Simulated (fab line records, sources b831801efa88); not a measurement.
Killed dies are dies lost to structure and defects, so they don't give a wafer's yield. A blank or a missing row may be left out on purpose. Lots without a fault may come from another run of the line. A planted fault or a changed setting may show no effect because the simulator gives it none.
fab line records | flow gf180mcu
record lots=5 wafers=15 last_day=33
route steps=602 shown M3@428 V3@429 M4@456
lots that met no fault: from a run of the same line without faults
start_h: hours from the record's first day to the start of the lot's first wafer shown | wait_h: hours since the lot's step before | " the same as in the row above | L1.1+2: a row that stands for several wafers | - no value, or no start given | * or withheld: withheld | < > ~ a bound
route shown NAME@n: a module of which the file shows steps, and the number in the route of the first | usual: mean/standard deviation of fault-free wafers | same: alike in all rows | chamber/n: place in a boat | sites: the reading at each site | _std_site: their standard deviation | _edge_site: outer sites' mean less inner sites' | radius_mm: how far each site lies from the wafer's centre | mask NAME#n: copy n | behind: the tool/chamber that last shaped the wafer | hold: why the lot was held/for how many hours/how that ended | device: the transistor (n, p or np) that didn't switch | end of line: the same wafers' tests at the end of the route | a step without rows: its recipe alone | killed: dies lost to structure and defects at the first sort, not the wafer's yield | map: a wafer's dies, x killed, . not, _ none there
set.NAME: the setting as run; set.NAME@STEP: as run at that earlier step | model.NAME: the simulator's own value behind a step, which no gauge read
lots at some steps of the route; a table a step, a row a wafer
services: from which hour (start_h, from the record's first day; less than 0 if before it) a tool's chamber was out of use, for how many hours, and why
## steps
# step GF_M3_CLEAN_19
# recipe chemistry=DIW dry=n2_spin
# columns lot.wafer tool chamber start_h wait_h
L074.1+2+5 wet_bench-04 3 485.47 0.0
L077.2+4+5 wet_bench-04 3 515.91 0.0
L078.1+5+6 wet_bench-04 2 536.19 0.0
L082.4+5+6 wet_bench-04 3 564.18 0.0
L089.1+3+4 wet_bench-01 3 626.48 0.0
# step GF_V3_CVD_00
# recipe material=SiO2 target_thk_nm=600 sigma_open_frac=0.3 temp_c=400 time_s=100 sih4_flow_sccm=60 pressure_mtorr=6
# columns lot.wafer tool chamber start_h wait_h
L074.1+2+5 hdpcvd-01 2,1,0 485.56 0.0
L077.2+4+5 hdpcvd-02 0,1,0 516.10 0.0
L078.1+5+6 hdpcvd-02 1,1,2 536.37 0.0
L082.4+5+6 hdpcvd-01 2,0,1 564.31 0.0
L089.1+3+4 hdpcvd-02 0,2,0 626.58 0.0
# step GF_V3_THK_MEAS_01
# recipe reads=SiO2_of_V3_CVD_00
# usual V3_CVD_00_THK=602/7.4
# columns lot.wafer tool chamber start_h wait_h V3_CVD_00_THK[nm]
L074.1 film_metro-04 - 485.63 0.0 600
L074.2 " - " " 606
L074.5 " - " " 595
L077.2 film_metro-04 - 516.18 0.0 597
L077.4 " - " " 600
L077.5 " - " " 596
L078.1 film_metro-04 - 536.44 0.0 610
L078.5 " - " " 605
L078.6 " - " " 607
L082.4 film_metro-02 - 564.38 0.0 606
L082.5 " - " " 597
L082.6 " - " " 613
L089.1 film_metro-01 - 626.65 0.0 592
L089.3 " - " " 592
L089.4 " - " " 595
# step GF_V3_CVD_02
# recipe material=SiO2 target_thk_nm=850 precursor=TEOS temp_c=400 time_s=94.851 rf_w=600
# usual heater_power_w=585/80 rf_fwd_power_W=596.4/2
# columns lot.wafer tool chamber start_h wait_h heater_power_w rf_fwd_power_W
L074.1 pecvd-03 2 485.69 0.1 571 595.0
L074.2 " 1 " " 498 599.8
L074.5 " 2 " " 624 593.5
L077.2 pecvd-03 0 516.23 0.0 552 598.1
L077.4 " 2 " " 495 594.6
L077.5 " 0 " " 499 597.1
L078.1 pecvd-03 2 536.50 0.1 638 597.6
L078.5 " 0 " " 437 595.9
L078.6 " 2 " " 518 599.8
L082.4 pecvd-03 1 564.44 0.1 469 598.3
L082.5 " 2 " " 610 596.5
L082.6 " 0 " " 535 598.1
L089.1 pecvd-02 2 626.71 0.1 591 595.9
L089.3 " 0 " " 667 598.0
L089.4 " 2 " " 646 598.0
# step GF_V3_THK_MEAS_03
# recipe reads=SiO2_of_V3_CVD_02
# usual V3_CVD_02_THK=854/12
# columns lot.wafer tool chamber start_h wait_h V3_CVD_02_THK[nm]
L074.1 film_metro-02 - 485.76 0.0 840
L074.2 " - " " 830
L074.5 " - " " 847
L077.2 film_metro-01 - 516.34 0.1 854
L077.4 " - " " 855
L077.5 " - " " 870
L078.1 film_metro-01 - 536.57 0.0 859
L078.5 " - " " 868
L078.6 " - " " 869
L082.4 film_metro-01 - 564.51 0.0 856
L082.5 " - " " 868
L082.6 " - " " 869
L089.1 film_metro-04 - 626.78 0.0 848
L089.3 " - " " 851
L089.4 " - " " 867
# step GF_V3_CMP_04
# recipe material=SiO2 down_force_psi=4 platen_rpm=60 pad_velocity_m_s=0.94248
# usual edge_zone_pressure_frac=1.000/0.005 motor_current_A=12.5/1.5 retaining_ring_pressure_frac=1.000/0.0051 time_to_endpoint_s=81/5.8
# columns lot.wafer tool chamber start_h wait_h edge_zone_pressure_frac motor_current_A retaining_ring_pressure_frac time_to_endpoint_s
L074.1 cmp-01 3 485.82 0.1 1.005 11.1 0.995 77
L074.2 " 2 " " 0.990 11.1 0.992 71
L074.5 " 0 " " 1.003 13.8 1.001 78
L077.2 cmp-01 0 516.49 0.1 0.991 13.6 1.004 78
L077.4 " 1 " " 0.997 13.6 0.990 79
L077.5 " 2 " " 0.993 11.0 0.997 83
L078.1 cmp-02 0 536.78 0.2 1.001 11.4 1.003 75
L078.6 " 1 " " 0.996 10.8 1.007 84
L078.5 " 2 " " 0.999 15.0 1.007 85
L082.4 cmp-01 0 564.59 0.1 1.003 14.0 1.000 84
L082.5 " 3 " " 1.002 11.5 1.003 89
L082.6 " 0 " " 1.008 13.4 1.011 86
L089.3 cmp-01 2 626.84 0.0 0.999 10.8 0.999 80
L089.1 " 3 " " 0.996 10.9 0.994 84
L089.4 " 1 " " 1.004 13.4 0.994 89
# step GF_V3_BOW_MEAS_05
# recipe mode=bow
# usual V3_BOW=116/7
# columns lot.wafer tool chamber start_h wait_h V3_BOW[um]
L074.1 film_metro-01 - 486.12 0.2 130
L074.2 " - " " 128
L074.5 " - " " 122
L077.2 film_metro-04 - 516.71 0.2 104
L077.4 " - " " 116
L077.5 " - " " 110
L078.1 film_metro-04 - 536.93 0.1 126
L078.5 " - " " 114
L078.6 " - " " 121
L082.4 film_metro-04 - 564.90 0.3 117
L082.5 " - " " 121
L082.6 " - " " 120
L089.1 film_metro-04 - 627.14 0.2 128
L089.3 " - " " 123
L089.4 " - " " 118
# step GF_V3_DEHYDRATE_06
# recipe temp_c=200 time_s=60
# usual resist_line_temp_C=23.00/0.11
# columns lot.wafer tool chamber start_h wait_h resist_line_temp_C
L074.1 litho_track-04 0 497.05 10.9 23.16
L074.2 " 0 " " 23.03
L074.5 " 0 " " 23.15
L077.2 litho_track-02 0 527.60 10.9 23.12
L077.4 " 0 " " 22.96
L077.5 " 0 " " 23.02
L078.1 litho_track-01 0 547.40 10.5 23.00
L078.5 " 0 " " 22.95
L078.6 " 0 " " 22.90
L082.4 litho_track-04 0 574.68 9.8 22.91
L082.5 " 0 " " 22.83
L082.6 " 0 " " 22.98
L089.1 litho_track-01 0 636.45 9.3 23.13
L089.3 " 0 " " 22.81
L089.4 " 0 " " 23.13
# step GF_V3_HMDS_07
# recipe prime_time_s=60 prime_temp_c=120
# usual resist_line_temp_C=23.01/0.097
# columns lot.wafer tool chamber start_h wait_h resist_line_temp_C
L074.1 litho_track-04 0 497.20 0.1 23.20
L074.2 " 0 " " 23.14
L074.5 " 0 " " 23.04
L077.2 litho_track-02 0 527.75 0.1 23.04
L077.4 " 0 " " 23.00
L077.5 " 0 " " 22.92
L078.1 litho_track-01 0 547.55 0.1 22.87
L078.5 " 0 " " 23.03
L078.6 " 0 " " 22.95
L082.4 litho_track-04 0 574.83 0.1 23.06
L082.5 " 0 " " 22.96
L082.6 " 0 " " 23.05
L089.1 litho_track-01 0 636.60 0.1 23.11
L089.3 " 0 " " 23.01
L089.4 " 0 " " 22.89
# step GF_V3_COAT_08
# recipe resist=BARC temp_c=withheld time_s=withheld spin_rpm=withheld resist_thk_nm=withheld
# usual dispense_pressure_kPa=51/3.2 resist_line_temp_C=*
# columns lot.wafer tool chamber start_h wait_h dispense_pressure_kPa resist_line_temp_C
L074.1 litho_track-04 0 497.35 0.1 48 *
L074.2 " 0 " " 48 *
L074.5 " 0 " " 48 *
L077.2 litho_track-02 0 527.90 0.1 55 *
L077.4 " 0 " " 55 *
L077.5 " 0 " " 55 *
L078.1 litho_track-01 0 547.70 0.1 48 *
L078.5 " 0 " " 48 *
L078.6 " 0 " " 48 *
L082.4 litho_track-04 0 574.98 0.1 48 *
L082.5 " 0 " " 48 *
L082.6 " 0 " " 48 *
L089.1 litho_track-01 0 636.75 0.1 48 *
L089.3 " 0 " " 48 *
L089.4 " 0 " " 48 *
# step GF_V3_COAT_09
# recipe resist=KrF spin_rpm=withheld resist_thk_nm=1000
# usual dispense_pressure_kPa=51/3.2 resist_line_temp_C=22.98/0.093
# columns lot.wafer tool chamber start_h wait_h dispense_pressure_kPa resist_line_temp_C
L074.1 litho_track-04 0 - - 48 23.10
L074.2 " 0 " " 48 22.95
L074.5 " 0 " " 48 22.91
L077.2 litho_track-02 0 - - 55 22.98
L077.4 " 0 " " 55 22.98
L077.5 " 0 " " 55 22.94
L078.1 litho_track-01 0 - - 48 22.98
L078.5 " 0 " " 48 22.95
L078.6 " 0 " " 48 23.08
L082.4 litho_track-04 0 - - 48 22.89
L082.5 " 0 " " 48 23.01
L082.6 " 0 " " 48 23.04
L089.1 litho_track-01 0 - - 48 23.04
L089.3 " 0 " " 48 22.93
L089.4 " 0 " " 48 22.99
# step GF_V3_SOFTBAKE_10
# recipe temp_c=130 time_s=60 resist=KrF
# usual resist_line_temp_C=22.98/0.098
# columns lot.wafer tool chamber start_h wait_h resist_line_temp_C
L074.1 litho_track-04 0 - - 23.00
L074.2 " 0 " " 23.08
L074.5 " 0 " " 22.94
L077.2 litho_track-02 0 - - 22.99
L077.4 " 0 " " 23.03
L077.5 " 0 " " 22.97
L078.1 litho_track-01 0 - - 22.93
L078.5 " 0 " " 22.97
L078.6 " 0 " " 22.85
L082.4 litho_track-04 0 - - 22.88
L082.5 " 0 " " 22.92
L082.6 " 0 " " 22.85
L089.1 litho_track-01 0 - - 22.93
L089.3 " 0 " " 22.93
L089.4 " 0 " " 23.04
# step GF_V3_EXPOSE_11
# recipe mask_id=Via3 target_cd_nm=260 na=0.68 source_shape=conventional sigma_outer=0.6 dose_mj=38
# columns lot.wafer tool chamber start_h wait_h mask
L074.1+2+5 krf_scanner-02 0 - - Via3#0
L077.2+4+5 krf_scanner-02 0 - - Via3#0
L078.1+5+6 krf_scanner-02 0 - - Via3#0
L082.4+5+6 krf_scanner-02 0 - - Via3#0
L089.1+3+4 krf_scanner-01 0 - - Via3#0
# step GF_V3_PEB_12
# recipe peb_temp_c=135 peb_time_s=90 resist=KrF
# usual resist_line_temp_C=22.97/0.09
# columns lot.wafer tool chamber start_h wait_h resist_line_temp_C
L074.1 litho_track-04 0 - - 22.87
L074.2 " 0 " " 23.00
L074.5 " 0 " " 23.06
L077.2 litho_track-02 0 - - 23.14
L077.4 " 0 " " 23.05
L077.5 " 0 " " 23.06
L078.1 litho_track-02 0 - - 22.77
L078.5 " 0 " " 22.86
L078.6 " 0 " " 23.12
L082.4 litho_track-02 0 - - 22.94
L082.5 " 0 " " 22.91
L082.6 " 0 " " 22.84
L089.1 litho_track-02 0 - - 22.91
L089.3 " 0 " " 22.85
L089.4 " 0 " " 23.00
# step GF_V3_DEVELOP_13
# recipe develop_time_s=60 resist=KrF dev_temp_c=21
# usual resist_line_temp_C=22.97/0.095
# columns lot.wafer tool chamber start_h wait_h resist_line_temp_C
L074.1 litho_track-04 0 509.60 0.2 23.21
L074.2 " 0 " " 23.17
L074.5 " 0 " " 23.04
L077.2 litho_track-02 0 539.55 0.2 22.87
L077.4 " 0 " " 22.86
L077.5 " 0 " " 23.02
L078.1 litho_track-02 0 559.33 0.2 23.02
L078.5 " 0 " " 23.11
L078.6 " 0 " " 23.07
L082.4 litho_track-02 0 586.50 0.1 22.98
L082.5 " 0 " " 23.07
L082.6 " 0 " " 23.00
L089.1 litho_track-02 0 647.12 0.2 23.04
L089.3 " 0 " " 23.03
L089.4 " 0 " " 22.88
# step GF_V3_CD_MEAS_14
# recipe target_cd_nm=260
# usual cd_nm=260.0/1
# columns lot.wafer tool chamber start_h wait_h cd_nm
L074.1 cd_sem-01 - 509.75 0.1 261.0
L074.2 " - " " 260.2
L074.5 " - " " 261.7
L077.2 cd_sem-02 - 539.70 0.1 260.9
L077.4 " - " " 259.9
L077.5 " - " " 261.2
L078.1 cd_sem-02 - 559.48 0.1 259.6
L078.5 " - " " 257.5
L078.6 " - " " 258.7
L082.4 cd_sem-01 - 586.63 0.1 259.4
L082.5 " - " " 258.9
L082.6 " - " " 259.9
L089.1 cd_sem-02 - 647.27 0.1 259.6
L089.3 " - " " 259.6
L089.4 " - " " 258.8
# step GF_V3_OVL_MEAS_15
# usual V3_OVL=2/5.9
# columns lot.wafer tool chamber start_h wait_h V3_OVL[nm]
L074.1 overlay-02 - 509.87 0.1 -5
L074.2 " - " " -3
L074.5 " - " " -11
L077.2 overlay-02 - 539.80 0.1 5
L077.4 " - " " 12
L077.5 " - " " -2
L078.1 overlay-02 - 559.60 0.1 -7
L078.5 " - " " -5
L078.6 " - " " 8
L082.4 overlay-02 - 586.71 0.1 -1
L082.5 " - " " -5
L082.6 " - " " 1
L089.1 overlay-02 - 647.39 0.1 6
L089.3 " - " " 7
L089.4 " - " " 2
# step GF_V3_ETCH_16
# recipe chemistry=N2/H2 target_depth_a=withheld overetch_a=withheld time_s=withheld target=BARC ion_energy_ev=200 source_w=500 bias_w=100 pressure_mtorr=30 n2_flow_sccm=100 h2_flow_sccm=200
# usual drypump_motor_current_A=5.8/0.43 oes_product_au=0.854/0.0051 rf_fwd_power_W=495.0/2.4 throttle_valve_pct=13.224/0.0094
# columns lot.wafer tool chamber start_h wait_h drypump_motor_current_A oes_product_au rf_fwd_power_W throttle_valve_pct
L074.1 rie_diel-04 1 509.91 0.0 4.8 0.856 493.0 13.215
L074.2 " 3 " " 5.8 0.859 491.4 13.200
L074.5 " 0 " " 5.8 0.857 491.0 13.231
L077.2 rie_diel-02 3 539.83 0.0 5.9 0.846 494.7 13.228
L077.4 " 3 " " 5.9 0.857 493.5 13.235
L077.5 " 2 " " 6.3 0.856 495.7 13.225
L078.1 rie_diel-01 2 559.63 0.0 5.7 0.848 493.6 13.223
L078.5 " 2 " " 5.7 0.852 492.9 13.229
L078.6 " 1 " " 5.3 0.851 497.6 13.231
L082.4 rie_diel-01 2 586.73 0.0 5.8 0.851 494.1 13.219
L082.5 " 0 " " 5.9 0.861 492.0 13.214
L082.6 " 1 " " 5.3 0.857 497.0 13.230
L089.1 rie_diel-02 1 647.43 0.0 6.5 0.858 495.8 13.216
L089.3 " 0 " " 5.6 0.856 492.8 13.222
L089.4 " 3 " " 5.9 0.849 497.2 13.223
# step GF_V3_ETCH_17
# recipe chemistry=C4F8/O2/Ar mask_material=KrF target=SiO2 stop_on=TiN source_w=1500 bias_w=1200 pressure_mtorr=40 c4f8_flow_sccm=withheld O2_flow_sccm=6 Ar_flow_sccm=300 time_s=withheld target_depth_a=6350
# usual oes_product_au=0.856/0.005 rf_fwd_power_W=1492/5.3
# columns lot.wafer tool chamber start_h wait_h oes_product_au rf_fwd_power_W
L074.1 rie_diel-04 1 - - 0.856 1485
L074.2 " 3 " " 0.863 1483
L074.5 " 0 " " 0.861 1485
L077.2 rie_diel-02 3 - - 0.856 1487
L077.4 " 3 " " 0.855 1495
L077.5 " 2 " " 0.854 1486
L078.1 rie_diel-01 2 - - 0.855 1491
L078.5 " 2 " " 0.858 1496
L078.6 " 1 " " 0.855 1498
L082.4 rie_diel-01 2 - - 0.857 1502
L082.5 " 0 " " 0.847 1488
L082.6 " 1 " " 0.858 1492
L089.1 rie_diel-02 1 - - 0.853 1495
L089.3 " 0 " " 0.854 1488
L089.4 " 3 " " 0.852 1488
# step GF_V3_STRIP_18
# recipe chemistry=O2/N2 power_w=1400 pressure_mtorr=1500 platen_temp_c=250 o2_flow_sccm=3000 n2_flow_sccm=300 overash_fraction=0.5
# usual drypump_motor_current_A=5.6/0.4 heater_power_w=319/28 o2_flow_sccm=3000/8.9 oes_product_au=0.591/0.0052
# columns lot.wafer tool chamber start_h wait_h drypump_motor_current_A heater_power_w o2_flow_sccm oes_product_au rf_hours_counter_h
L074.1 plasma_asher-02 0 510.04 - 5.6 318 3001 0.583 41
L074.2 " 1 " " 6.0 352 3007 0.594 41
L074.5 " 0 " " 5.5 311 3004 0.585 -
L077.2 plasma_asher-01 1 539.96 - 6.1 283 2980 0.594 10
L077.4 " 0 " " 5.4 346 3000 0.588 -
L077.5 " 0 " " 5.4 358 2998 0.585 -
L078.1 plasma_asher-01 1 559.76 - 6.1 283 3003 0.585 12
L078.5 " 1 " " 6.1 287 2998 0.591 -
L078.6 " 0 " " 5.3 351 3005 0.594 -
L082.4 plasma_asher-03 1 586.89 - 5.8 275 2996 0.596 -
L082.5 " 1 " " 5.9 277 2994 0.594 -
L082.6 " 0 " " 5.0 336 3008 0.604 -
L089.1 plasma_asher-02 1 647.56 - 5.9 346 3001 0.599 55
L089.3 " 1 " " 5.9 355 2997 0.591 -
L089.4 " 0 " " 5.6 309 3009 0.600 -
# step GF_V3_STRIP_19
# recipe chemistry=post_etch_residue_remover time_s=1200 temp_c=72.5
# columns lot.wafer tool chamber start_h wait_h
L074.1+2+5 wet_bench-01 1 510.14 0.1
L077.2+4+5 wet_bench-01 2 540.06 0.1
L078.1+5+6 wet_bench-01 3 559.86 0.1
L082.4+5+6 wet_bench-02 0 586.96 0.0
L089.1+3+4 wet_bench-02 3 647.66 0.1
# step GF_V3_CLEAN_20
# recipe chemistry=DIW dry=n2_spin
# columns lot.wafer tool chamber start_h wait_h
L074.1+2+5 wet_bench-03 2 510.51 0.0
L077.2+4+5 wet_bench-02 2 540.43 0.0
L078.1+5+6 wet_bench-03 1 560.30 0.0
L082.4+5+6 wet_bench-01 3 587.30 0.0
L089.1+3+4 wet_bench-01 2 648.00 0.0
# step GF_V3_SPUTTER_21
# recipe material=Ti target_thk_nm=15 chamber_pressure_pa=5 power_w=2500 substrate_temp_c=200 time_s=80.02
# usual throttle_valve_pct=30.3/0.8
# columns lot.wafer tool chamber start_h wait_h throttle_valve_pct
L074.1 pvd_sputter-01 - 510.60 0.0 30.6
L074.2 " - " " 30.9
L074.5 " - " " 29.3
L077.2 pvd_sputter-04 - 540.52 0.0 29.8
L077.4 " - " " 29.7
L077.5 " - " " 29.3
L078.1 pvd_sputter-04 - 560.40 0.0 29.6
L078.5 " - " " 30.8
L078.6 " - " " 32.0
L082.4 pvd_sputter-01 - 587.41 0.0 29.1
L082.5 " - " " 30.6
L082.6 " - " " 30.9
L089.1 pvd_sputter-04 - 648.09 0.0 30.6
L089.3 " - " " 29.4
L089.4 " - " " 31.6
# step GF_V3_SPUTTER_22
# recipe material=TiN target_thk_nm=10 chamber_pressure_pa=5 power_w=4000 time_s=40
# usual throttle_valve_pct=30.3/0.82
# columns lot.wafer tool chamber start_h wait_h throttle_valve_pct
L074.1 pvd_sputter-01 - 510.66 0.0 30.6
L074.2 " - " " 31.2
L074.5 " - " " 29.3
L077.2 pvd_sputter-04 - 540.59 0.0 29.9
L077.4 " - " " 29.4
L077.5 " - " " 29.7
L078.1 pvd_sputter-04 - 560.46 0.0 29.8
L078.5 " - " " 30.9
L078.6 " - " " 31.7
L082.4 pvd_sputter-01 - 587.47 0.0 29.4
L082.5 " - " " 30.6
L082.6 " - " " 30.4
L089.1 pvd_sputter-04 - 648.15 0.0 30.8
L089.3 " - " " 29.6
L089.4 " - " " 31.9
# step GF_V3_CVD_23
# recipe material=W target_thk_nm=350 time_s=104.9 temp_c=400 pressure_torr=40
# usual heater_power_w=866/36
# columns lot.wafer tool chamber start_h wait_h heater_power_w
L074.1 cvd_w-02 1 510.70 0.0 926
L074.2 " 0 " " 889
L074.5 " 0 " " 888
L077.2 cvd_w-01 1 540.62 0.0 809
L077.4 " 1 " " 808
L077.5 " 0 " " 828
L078.1 cvd_w-01 0 560.50 0.0 826
L078.5 " 0 " " 835
L078.6 " 1 " " 827
L082.4 cvd_w-02 0 587.55 0.1 893
L082.5 " 1 " " 923
L082.6 " 0 " " 880
L089.1 cvd_w-01 1 648.19 0.0 831
L089.3 " 0 " " 833
L089.4 " 1 " " 820
# step GF_V3_RS_MEAS_24
# recipe thk_meas_gauge=four-point-probe reads=W_of_V3_CVD_23+TiN_of_V3_SPUTTER_22+Ti_of_V3_SPUTTER_21
# usual V3_W_RS=0.3267/0.0029
# columns lot.wafer tool chamber start_h wait_h V3_W_RS[ohm/sq]
L074.1 film_metro-01 - 510.81 0.1 0.3249
L074.2 " - " " 0.3269
L074.5 " - " " 0.3283
L077.2 film_metro-01 - 540.76 0.1 0.3215
L077.4 " - " " 0.3234
L077.5 " - " " 0.3263
L078.1 film_metro-04 - 560.61 0.1 0.3272
L078.5 " - " " 0.3300
L078.6 " - " " 0.3259
L082.4 film_metro-04 - 587.68 0.1 0.3239
L082.5 " - " " 0.3240
L082.6 " - " " 0.3254
L089.1 film_metro-02 - 648.31 0.1 0.3283
L089.3 " - " " 0.3274
L089.4 " - " " 0.3297
# step GF_V3_THK_MEAS_25
# recipe thk_meas_gauge=xrf reads=W_of_V3_CVD_23
# usual V3_W_THK=353/3.9
# columns lot.wafer tool chamber start_h wait_h V3_W_THK[nm]
L074.1 film_metro-01 - 510.93 0.1 353
L074.2 " - " " 350
L074.5 " - " " 352
L077.2 film_metro-01 - 540.87 0.1 359
L077.4 " - " " 358
L077.5 " - " " 354
L078.1 film_metro-04 - 560.73 0.1 348
L078.5 " - " " 346
L078.6 " - " " 354
L082.4 film_metro-04 - 587.77 0.1 358
L082.5 " - " " 358
L082.6 " - " " 357
L089.1 film_metro-02 - 648.43 0.1 351
L089.3 " - " " 351
L089.4 " - " " 350
# step GF_V3_CMP_26
# recipe stop_on=SiO2 down_force_psi=3.5 platen_rpm=60 t_overpolish_s=15 target_thk_nm=0 pad_velocity_m_s=0.94248
# usual edge_zone_pressure_frac=0.999/0.0048 motor_current_A=11.4/1.5 overpolish_run_s=15.000/0.0085 retaining_ring_pressure_frac=1.001/0.0052 time_to_endpoint_s=83/3.8
# columns lot.wafer tool chamber start_h wait_h edge_zone_pressure_frac motor_current_A overpolish_run_s retaining_ring_pressure_frac time_to_endpoint_s
L074.2 cmp-01 3 510.99 0.0 0.987 10.7 14.999 1.000 87
L074.1 " 2 " " 1.001 10.3 14.996 0.994 78
L074.5 " 3 " " 0.996 10.2 15.002 1.003 86
L077.2 cmp-02 3 540.92 0.0 1.002 11.3 14.990 0.991 89
L077.4 " 0 " " 0.998 10.5 15.004 1.002 78
L077.5 " 0 " " 1.001 11.5 15.005 1.008 76
L078.1 cmp-02 3 560.89 0.1 1.006 11.2 14.991 1.012 88
L078.6 " 1 " " 1.001 9.5 15.008 1.004 82
L078.5 " 2 " " 0.998 15.2 14.990 0.999 78
L082.4 cmp-01 3 587.95 0.2 1.011 10.5 14.999 1.002 92
L082.5 " 0 " " 1.002 13.4 15.000 1.003 89
L082.6 " 1 " " 1.003 12.8 14.992 1.010 86
L089.1 cmp-01 3 648.49 0.1 0.991 10.5 15.004 1.008 84
L089.3 " 1 " " 1.000 12.6 15.000 0.998 85
L089.4 " 2 " " 0.996 10.0 14.997 1.004 81
# step GF_M4_SPUTTER_00
# recipe material=Ti target_thk_nm=37.5 arriving_ion_energy_ev=80 substrate_temp_c=200 chamber_pressure_pa=2 power_w=4000 time_s=150
# usual throttle_valve_pct=29.9/0.81
# columns lot.wafer tool chamber start_h wait_h throttle_valve_pct
L074.1 pvd_sputter-03 - 511.29 0.1 29.0
L074.2 " - " " 30.8
L074.5 " - " " 30.6
L077.2 pvd_sputter-04 - 541.22 0.2 31.6
L077.4 " - " " 29.7
L077.5 " - " " 29.6
L078.1 pvd_sputter-02 - 561.09 0.1 29.4
L078.5 " - " " 31.0
L078.6 " - " " 29.4
L082.4 pvd_sputter-02 - 588.10 0.1 29.5
L082.5 " - " " 29.9
L082.6 " - " " 28.7
L089.1 pvd_sputter-03 - 648.79 0.2 31.0
L089.3 " - " " 28.7
L089.4 " - " " 29.5
# step GF_M4_SPUTTER_01
# recipe material=TiN target_thk_nm=30 power_w=6500 time_s=25 chamber_pressure_pa=0.4
# usual throttle_valve_pct=29.9/0.83
# columns lot.wafer tool chamber start_h wait_h throttle_valve_pct
L074.1 pvd_sputter-03 - 511.39 0.1 28.8
L074.2 " - " " 30.8
L074.5 " - " " 30.6
L077.2 pvd_sputter-04 - 541.32 0.1 31.8
L077.4 " - " " 29.5
L077.5 " - " " 29.3
L078.1 pvd_sputter-02 - 561.19 0.1 29.4
L078.5 " - " " 30.5
L078.6 " - " " 29.5
L082.4 pvd_sputter-02 - 588.20 0.1 29.6
L082.5 " - " " 29.7
L082.6 " - " " 29.4
L089.1 pvd_sputter-03 - 648.89 0.1 30.9
L089.3 " - " " 28.8
L089.4 " - " " 29.6
# step GF_M4_SPUTTER_02
# recipe material=AlCu target_thk_nm=450 power_w=10600 time_s=23.9 chamber_pressure_pa=0.4
# usual throttle_valve_pct=29.9/0.82
# columns lot.wafer tool chamber start_h wait_h throttle_valve_pct
L074.1 pvd_sputter-03 - 511.42 0.0 29.0
L074.2 " - " " 30.9
L074.5 " - " " 30.6
L077.2 pvd_sputter-04 - 541.35 0.0 31.8
L077.4 " - " " 29.6
L077.5 " - " " 29.5
L078.1 pvd_sputter-02 - 561.22 0.0 29.7
L078.5 " - " " 31.0
L078.6 " - " " 29.3
L082.4 pvd_sputter-02 - 588.23 0.0 29.6
L082.5 " - " " 29.7
L082.6 " - " " 29.1
L089.1 pvd_sputter-03 - 648.92 0.0 30.7
L089.3 " - " " 28.8
L089.4 " - " " 29.9
# step GF_M4_SPUTTER_03
# recipe material=Ti target_thk_nm=10 substrate_temp_c=300 chamber_pressure_pa=0.3 power_w=3000 time_s=6.7
# usual throttle_valve_pct=29.9/0.83
# columns lot.wafer tool chamber start_h wait_h throttle_valve_pct
L074.1 pvd_sputter-03 - 511.45 0.0 28.8
L074.2 " - " " 31.0
L074.5 " - " " 30.8
L077.2 pvd_sputter-04 - 541.38 0.0 31.6
L077.4 " - " " 29.4
L077.5 " - " " 29.6
L078.1 pvd_sputter-02 - 561.25 0.0 29.4
L078.5 " - " " 31.0
L078.6 " - " " 29.3
L082.4 pvd_sputter-02 - 588.26 0.0 29.8
L082.5 " - " " 29.6
L082.6 " - " " 28.8
L089.1 pvd_sputter-03 - 648.95 0.0 30.9
L089.3 " - " " 29.1
L089.4 " - " " 29.5
# step GF_M4_SPUTTER_04
# recipe material=TiN target_thk_nm=50 power_w=6500 time_s=41.7 chamber_pressure_pa=0.4
# usual throttle_valve_pct=29.9/0.84
# columns lot.wafer tool chamber start_h wait_h throttle_valve_pct
L074.1 pvd_sputter-03 - 511.48 0.0 28.8
L074.2 " - " " 30.9
L074.5 " - " " 30.6
L077.2 pvd_sputter-04 - 541.40 0.0 31.7
L077.4 " - " " 29.4
L077.5 " - " " 29.4
L078.1 pvd_sputter-02 - 561.27 0.0 29.5
L078.5 " - " " 30.8
L078.6 " - " " 29.4
L082.4 pvd_sputter-02 - 588.28 0.0 29.7
L082.5 " - " " 29.5
L082.6 " - " " 29.0
L089.1 pvd_sputter-03 - 648.97 0.0 30.9
L089.3 " - " " 28.9
L089.4 " - " " 29.4
# step GF_M4_RS_MEAS_05
# recipe thk_meas_gauge=four-point-probe reads=TiN_of_M4_SPUTTER_04+Ti_of_M4_SPUTTER_03+AlCu_of_M4_SPUTTER_02+TiN_of_M4_SPUTTER_01+Ti_of_M4_SPUTTER_00
# usual M4_ALCU_RS=0.0696/0.00075
# columns lot.wafer tool chamber start_h wait_h M4_ALCU_RS[ohm/sq]
L074.1 film_metro-01 - 511.52 0.0 0.0693
L074.2 " - " " 0.0702
L074.5 " - " " 0.0689
L077.2 film_metro-01 - 541.46 0.0 0.0707
L077.4 " - " " 0.0697
L077.5 " - " " 0.0691
L078.1 film_metro-04 - 561.31 0.0 0.0712
L078.5 " - " " 0.0703
L078.6 " - " " 0.0706
L082.4 film_metro-03 - 588.38 0.1 0.0699
L082.5 " - " " 0.0701
L082.6 " - " " 0.0695
L089.1 film_metro-03 - 649.01 0.0 0.0697
L089.3 " - " " 0.0698
L089.4 " - " " 0.0692
# step GF_M4_THK_MEAS_06
# recipe thk_meas_gauge=xrf reads=AlCu_of_M4_SPUTTER_02
# usual M4_ALCU_THK=449/5.5
# columns lot.wafer tool chamber start_h wait_h M4_ALCU_THK[nm]
L074.1 film_metro-01 - 511.64 0.1 453
L074.2 " - " " 444
L074.5 " - " " 454
L077.2 film_metro-01 - 541.57 0.1 444
L077.4 " - " " 452
L077.5 " - " " 453
L078.1 film_metro-04 - 561.43 0.1 439
L078.5 " - " " 445
L078.6 " - " " 443
L082.4 film_metro-03 - 588.47 0.1 453
L082.5 " - " " 451
L082.6 " - " " 455
L089.1 film_metro-03 - 649.13 0.1 455
L089.3 " - " " 453
L089.4 " - " " 458
## services
# columns tool chamber start_h hours kind
krf_scanner-02 - 465.49 1.3 pm
rie_diel-04 3 467.00 6.6 repair
rie_diel-04 - 477.45 10.0 pm
krf_scanner-02 - 483.44 1.0 pm
cmp-01 - 492.68 2.8 repair
hdpcvd-02 - 493.50 5.5 pm
pvd_sputter-02 - 497.27 4.7 repair
pecvd-03 1 497.47 38.9 repair
krf_scanner-02 - 506.25 1.2 repair
krf_scanner-02 - 516.51 8.1 repair
pvd_sputter-03 - 524.32 4.7 repair
pvd_sputter-01 - 533.30 1.1 repair
cvd_w-01 0 569.39 19.5 repair
cmp-01 - 572.06 4.0 pm
wet_bench-04 - 576.53 1.6 repair
rie_diel-01 1 589.00 1.5 repair
cvd_w-01 - 600.69 6.9 pm
krf_scanner-02 - 606.74 0.8 pm
pecvd-03 0 616.04 20.9 repair
pvd_sputter-02 - 617.38 1.4 repair
cmp-01 - 627.94 1.0 repair
cmp-02 - 641.20 30.9 repair
krf_scanner-02 - 641.39 1.3 pm
pecvd-03 - 648.66 2.8 pm
## key
fault none
